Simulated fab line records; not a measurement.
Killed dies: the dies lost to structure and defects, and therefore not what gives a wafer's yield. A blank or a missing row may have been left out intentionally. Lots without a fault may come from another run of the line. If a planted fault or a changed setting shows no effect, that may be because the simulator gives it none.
Which tool is to blame? ; flow gf180mcu ; 24 lots with 72 wafers sampled at 5 steps, on a route of 602 steps

WHAT THE GAUGES SHOWED, per wafer
GF_V4_BOW_MEAS_05. Usual: V4_BOW typically reads 132 um, with standard deviation 8.3.
lot;measured;on;V4_BOW (um);flag
L074;day 23 06:49;film_metro-04;135 141 139;
L075;day 23 20:31;film_metro-02;138 139 127;
L076;day 24 03:59;film_metro-02;138 136 129;
L077;day 24 10:04;film_metro-04;129 145 141;
L078;day 24 13:52;film_metro-04;124 116 123;
L079;day 25 08:07;film_metro-03;134 126 137;
L080;day 25 11:43;film_metro-04;142 138 146;
L081;day 25 19:53;film_metro-03;136 141 134;
L082;day 26 06:10;film_metro-04;139 124 123;
L083;day 26 15:52;film_metro-04;131 134 133;
L084;day 26 22:18;film_metro-03;117 135 123;
L085;day 27 07:42;film_metro-04;130 138 145;
L086;day 27 11:26;film_metro-02;137 129 137;
L087;day 28 02:14;film_metro-03;130 135 149;
L088;day 28 09:26;film_metro-03;127 125 119;
L089;day 28 14:28;film_metro-03;127 134 135;
L090;day 28 18:46;film_metro-02;136 141 134;
L091;day 29 04:15;film_metro-02;136 138 141;
L092;day 29 13:32;film_metro-04;144 130 128;
L093;day 29 17:59;film_metro-02;135 127 140;
L094;day 30 03:10;film_metro-03;121 126 114;
L095;day 30 04:28;film_metro-03;131 119 122;
L096;day 30 07:02;film_metro-03;123 131 123;
L097;day 30 12:38;film_metro-02;132 128 130;

GF_V4_OVL_MEAS_15. Usual: V4_OVL typically reads 0 nm, with standard deviation 4.8.
lot;measured;on;V4_OVL (nm);flag
L074;day 24 05:24;overlay-01;-4 -2 -5;
L075;day 24 18:49;overlay-01;-1 7 1;
L076;day 25 02:23;overlay-01;-6 -6 -5;
L077;day 25 07:47;overlay-01;0 3 2;
L078;day 25 11:49;overlay-01;7 -5 -2;
L079;day 26 04:59;overlay-01;0 -9 -4;
L080;day 26 09:06;overlay-02;-2 -7 -5;
L081;day 26 16:58;overlay-01;-2 7 4;
L082;day 27 02:51;overlay-01;-6 -7 -5;
L083;day 27 11:55;overlay-01;-3 2 -3;
L084;day 27 18:14;overlay-01;0 0 0;
L085;day 28 03:19;overlay-02;-4 0 1;
L086;day 28 07:42;overlay-02;2 0 2;
L087;day 28 21:51;overlay-02;-8 -6 -9;
L088;day 29 04:53;overlay-02;-5 -2 4;
L089;day 29 09:58;overlay-02;-1 1 -4;
L090;day 29 13:59;overlay-01;0 -3 -3;
L091;day 29 23:22;overlay-02;-1 4 -5;
L092;day 30 08:13;overlay-02;-4 3 -2;
L093;day 30 12:40;overlay-01;0 6 -5;
L094;day 30 21:58;overlay-01;6 0 -1;
L095;day 30 22:49;overlay-01;8 0 12;
L096;day 31 01:17;overlay-02;-4 2 -3;
L097;day 31 06:11;overlay-01;10 9 9;

WHICH TOOL RAN EACH LOT (tool, then ch and the chambers of the sampled wafers, then the start)
lot;GF_V3_SPUTTER_21;GF_V3_SPUTTER_22;GF_V4_CMP_04
L074;pvd_sputter-03, day 22 04:28;pvd_sputter-03, day 22 04:32;cmp-02 ch 0,3, day 23 06:31
L075;pvd_sputter-03, day 22 19:11;pvd_sputter-03, day 22 19:15;cmp-02 ch 1,2,3, day 23 20:18
L076;pvd_sputter-02, day 23 02:20;pvd_sputter-02, day 23 02:24;cmp-01 ch 0,2, day 24 03:44
L077;pvd_sputter-02, day 23 09:13;pvd_sputter-02, day 23 09:16;cmp-02 ch 1,2,3, day 24 09:49
L078;pvd_sputter-01, day 23 13:29;pvd_sputter-01, day 23 13:33;cmp-01 ch 0,1, day 24 13:32
L079;pvd_sputter-02, day 24 08:09;pvd_sputter-02, day 24 08:13;cmp-01 ch 1,2,3, day 25 07:49
L080;pvd_sputter-02, day 24 11:05;pvd_sputter-02, day 24 11:09;cmp-01 ch 0,2,3, day 25 11:25
L081;pvd_sputter-02, day 24 20:16;pvd_sputter-02, day 24 20:19;cmp-02 ch 0,1,2, day 25 19:38
L082;pvd_sputter-02, day 25 06:16;pvd_sputter-02, day 25 06:19;cmp-02 ch 2,3, day 26 05:55
L083;pvd_sputter-01, day 25 14:45;pvd_sputter-01, day 25 14:49;cmp-01 ch 0,2,3, day 26 15:38
L084;pvd_sputter-01, day 25 23:23;pvd_sputter-01, day 25 23:27;cmp-02 ch 0,2, day 26 22:02
L085;pvd_sputter-02, day 26 09:09;pvd_sputter-02, day 26 09:13;cmp-02 ch 1,3, day 27 07:27
L086;pvd_sputter-03, day 26 12:02;pvd_sputter-03, day 26 12:06;cmp-02 ch 0,1,3, day 27 11:08
L087;pvd_sputter-02, day 27 03:59;pvd_sputter-02, day 27 04:03;cmp-02 ch 1,2, day 28 01:59
L088;pvd_sputter-03, day 27 11:24;pvd_sputter-03, day 27 11:28;cmp-01 ch 0,1,2, day 28 09:08
L089;pvd_sputter-02, day 27 17:07;pvd_sputter-02, day 27 17:11;cmp-02 ch 1,2,3, day 28 14:11
L090;pvd_sputter-03, day 27 20:50;pvd_sputter-03, day 27 20:53;cmp-01 ch 1,2,3, day 28 18:26
L091;pvd_sputter-03, day 28 06:34;pvd_sputter-03, day 28 06:37;cmp-01 ch 0,1,2, day 29 03:58
L092;pvd_sputter-03, day 28 15:42;pvd_sputter-03, day 28 15:46;cmp-02 ch 1,2,3, day 29 13:13
L093;pvd_sputter-02, day 28 20:48;pvd_sputter-02, day 28 20:52;cmp-01 ch 0,1,3, day 29 17:47
L094;pvd_sputter-03, day 29 06:01;pvd_sputter-03, day 29 06:04;cmp-01 ch 0,2, day 30 02:55
L095;pvd_sputter-01, day 29 07:28;pvd_sputter-01, day 29 07:31;cmp-02 ch 1,2, day 30 04:09
L096;pvd_sputter-03, day 29 10:05;pvd_sputter-03, day 29 10:08;cmp-02 ch 0,1,3, day 30 06:50
L097;pvd_sputter-03, day 29 16:09;pvd_sputter-03, day 29 16:13;cmp-02 ch 0,1,3, day 30 12:20
- GF_V3_SPUTTER_21: material Ti, target thk 15 nm, time 80.02 s.
- GF_V3_SPUTTER_22: material TiN, target thk 10 nm, time 40 s.
- GF_V4_CMP_04: polishes SiO2.

AS READ BY THE TOOLS THEMSELVES (means over the sampled wafers that have a number; for cases with no such wafer, the mark the record gives instead)
GF_V3_SPUTTER_21. Usual: throttle_valve_pct at 30.1 %, with a standard deviation of 1.
lot;tool;throttle_valve_pct (%);flag
L074;pvd_sputter-03;30.8;
L075;pvd_sputter-03;29.7;
L076;pvd_sputter-02;29.8;
L077;pvd_sputter-02;29.9;
L078;pvd_sputter-01;31.1;
L079;pvd_sputter-02;29.4;
L080;pvd_sputter-02;30.1;
L081;pvd_sputter-02;29.7;
L082;pvd_sputter-02;29.7;
L083;pvd_sputter-01;30.6;
L084;pvd_sputter-01;31.6;
L085;pvd_sputter-02;30.0;
L086;pvd_sputter-03;30.4;
L087;pvd_sputter-02;29.8;
L088;pvd_sputter-03;30.5;
L089;pvd_sputter-02;29.5;
L090;pvd_sputter-03;30.6;
L091;pvd_sputter-03;29.2;
L092;pvd_sputter-03;30.4;
L093;pvd_sputter-02;29.9;
L094;pvd_sputter-03;29.4;
L095;pvd_sputter-01;30.8;
L096;pvd_sputter-03;30.3;
L097;pvd_sputter-03;29.7;

GF_V3_SPUTTER_22. Usual: throttle_valve_pct at 30.2 %, with a standard deviation of 0.99.
lot;tool;throttle_valve_pct (%);flag
L074;pvd_sputter-03;30.9;
L075;pvd_sputter-03;29.6;
L076;pvd_sputter-02;29.9;
L077;pvd_sputter-02;29.8;
L078;pvd_sputter-01;31.1;
L079;pvd_sputter-02;29.6;
L080;pvd_sputter-02;29.9;
L081;pvd_sputter-02;29.6;
L082;pvd_sputter-02;29.7;
L083;pvd_sputter-01;30.8;
L084;pvd_sputter-01;31.5;
L085;pvd_sputter-02;30.0;
L086;pvd_sputter-03;30.4;
L087;pvd_sputter-02;29.8;
L088;pvd_sputter-03;30.3;
L089;pvd_sputter-02;29.6;
L090;pvd_sputter-03;30.5;
L091;pvd_sputter-03;29.4;
L092;pvd_sputter-03;30.5;
L093;pvd_sputter-02;29.8;
L094;pvd_sputter-03;29.5;
L095;pvd_sputter-01;30.8;
L096;pvd_sputter-03;30.4;
L097;pvd_sputter-03;29.5;

GF_V4_CMP_04. Usual: motor_current_A 11.8 A, standard deviation 1.1; slurry_filter_dp_kPa 13.50 kPa, standard deviation 0.15; time_to_endpoint_s 76 s, standard deviation 5.6.
lot;tool;motor_current_A (A);slurry_filter_dp_kPa (kPa);time_to_endpoint_s (s);flag
L074;cmp-02;11.8;13.55;81;
L075;cmp-02;11.3;13.53;74;
L076;cmp-01;11.4;13.57;82;
L077;cmp-02;11.3;13.62;73;
L078;cmp-01;11.8;13.45;79;
L079;cmp-01;12.4;13.65;78;
L080;cmp-01;12.2;13.47;83;
L081;cmp-02;12.2;13.62;75;
L082;cmp-02;10.3;13.49;79;
L083;cmp-01;12.0;13.59;81;
L084;cmp-02;11.1;13.45;81;
L085;cmp-02;11.7;13.57;70;
L086;cmp-02;12.0;13.65;81;
L087;cmp-02;11.6;13.44;72;
L088;cmp-01;11.9;13.45;75;
L089;cmp-02;11.5;13.62;77;
L090;cmp-01;12.1;13.57;70;
L091;cmp-01;11.8;13.33;76;
L092;cmp-02;11.1;13.45;73;
L093;cmp-01;11.9;13.58;73;
L094;cmp-01;10.9;13.46;77;
L095;cmp-02;11.2;13.57;72;
L096;cmp-02;12.1;13.44;79;
L097;cmp-02;11.9;13.49;77;

THE ANSWER, worked out from the rows above alone
Rule: a lot is off if the mean of its wafers that have a number lies more than 3 standard deviations from the usual mean. A lot without any number at a reading at which 4 lots or more have one is off too. The other lots that the step has rows for count as sound. Order of review: gauges by route order, followed by the tools' own readings, for which a lot's mean as printed above is used. The first step at which some lot is off is used, and at that step the reading that is off furthest; a lot without a number counts as furthest.
None of the lots is off at any reading shown; this tells nothing.

WHAT THE SIMULATOR PUT IN
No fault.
